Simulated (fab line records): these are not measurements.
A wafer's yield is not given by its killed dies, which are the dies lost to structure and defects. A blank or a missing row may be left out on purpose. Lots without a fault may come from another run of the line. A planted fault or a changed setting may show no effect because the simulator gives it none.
Which tool was responsible? ; flow sky130 ; 13 lots with 38 wafers sampled at 2 steps, on a route of 708 steps

## WHAT THE GAUGES READ, wafer by wafer
SKY_PASSIVATION_THK_MEAS_03.
lot;measured;on;PASSIVATION_CVD_02_THK (nm)
L903;day 43 21:35;film metro-04;533 534 540
L904;day 43 22:31;film metro-02;532 549 544
L905;day 44 03:55;film metro-03;540 551 548
L906;day 44 07:28;film metro-03;542 550 547
L907;day 44 22:49;film metro-04;530 538 540
L908;day 45 04:11;film metro-03;540 539 546
L914;day 46 21:01;film metro-04;424 543
L917;day 48 01:20;film metro-04;425 544 545
L918;day 48 02:05;film metro-02;540 548 543
L919;day 48 04:04;film metro-02;548 537 541
L920;day 48 07:01;film metro-04;546 554 542
L923;day 48 15:40;film metro-02;539 537 547
L926;day 49 09:20;film metro-02;522 546 540

## WHAT TOOL EACH LOT RAN ON (gives the tool, then ch and the chambers of the sampled wafers, and finally the start)
lot;SKY_PASSIVATION_CVD_02
L903;pecvd-01 ch 0,2, day 43 21:14
L904;pecvd-04 ch 0,1,2, day 43 22:22
L905;pecvd-03 ch 0,2, day 44 03:35
L906;pecvd-03 ch 0,2, day 44 07:07
L907;pecvd-01 ch 0,2, day 44 22:28
L908;pecvd-01 ch 0,1,2, day 45 03:57
L914;pecvd-04 ch 0,1, day 46 20:52
L917;pecvd-04 ch 1,2, day 48 01:06
L918;pecvd-03 ch 1,2, day 48 01:44
L919;pecvd-03 ch 0,1,2, day 48 03:55
L920;pecvd-01 ch 0,1, day 48 06:41
L923;pecvd-03 ch 0,1,2, day 48 15:26
L926;pecvd-01 ch 1,2, day 49 09:07
- SKY_PASSIVATION_CVD_02: deposits Si3N4, target thk 540 nm.

## AS READ BY THE TOOLS THEMSELVES (means over the sampled wafers that have a number; for cases with no such wafer, the mark the record gives instead)
SKY_PASSIVATION_CVD_02.
lot;tool;heater power w (W)
L903;pecvd-01;742
L904;pecvd-04;588
L905;pecvd-03;679
L906;pecvd-03;779
L907;pecvd-01;736
L908;pecvd-01;753
L914;pecvd-04;548
L917;pecvd-04;569
L918;pecvd-03;700
L919;pecvd-03;720
L920;pecvd-01;650
L923;pecvd-03;718
L926;pecvd-01;698

## THE ANSWER, worked out from the rows above alone
Rule: the lots themselves supply what counts as usual. Put in order of their means at a reading, lots are off if they are a third of the lots or fewer, leave a main group of 4 or more, and stand apart from it by a gap of 3 or more times the standard deviation of the main group's means; of several such gaps the widest counts. Not used: any main group whose means are identical at the precision the tables above print for the reading. Also off: a lot with no number at a reading for which 4 or more lots have one. Any other lot the step has rows for is counted as sound. After the gauges, taken in route order, come the tools' own readings; for these a lot's mean is taken, as printed above. At the first step where some lot is off, the reading lying furthest off is the one used; lots without a number count as furthest.
Off: L914, L917, at SKY_PASSIVATION_THK_MEAS_03 (PASSIVATION_CVD_02_THK). The main group has a mean of 542 nm with a standard deviation of 4.
A tool fits if, at a process step before that reading, it ran every lot that is off, and no sound lot after the first of them. Gauges at SKY_PASSIVATION_THK_MEAS_03: tried the same way as those tools. One candidate fits, namely pecvd-04 at SKY_PASSIVATION_CVD_02. Its last sound lot is L904 (day 43 22:22), its first lot that is off L914 (day 46 20:52): a fault that began between those two fits.

## WHAT THE SIMULATOR PUT IN
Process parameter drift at SKY_PASSIVATION_CVD_02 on pecvd-04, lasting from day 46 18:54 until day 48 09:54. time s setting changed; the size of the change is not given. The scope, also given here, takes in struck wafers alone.
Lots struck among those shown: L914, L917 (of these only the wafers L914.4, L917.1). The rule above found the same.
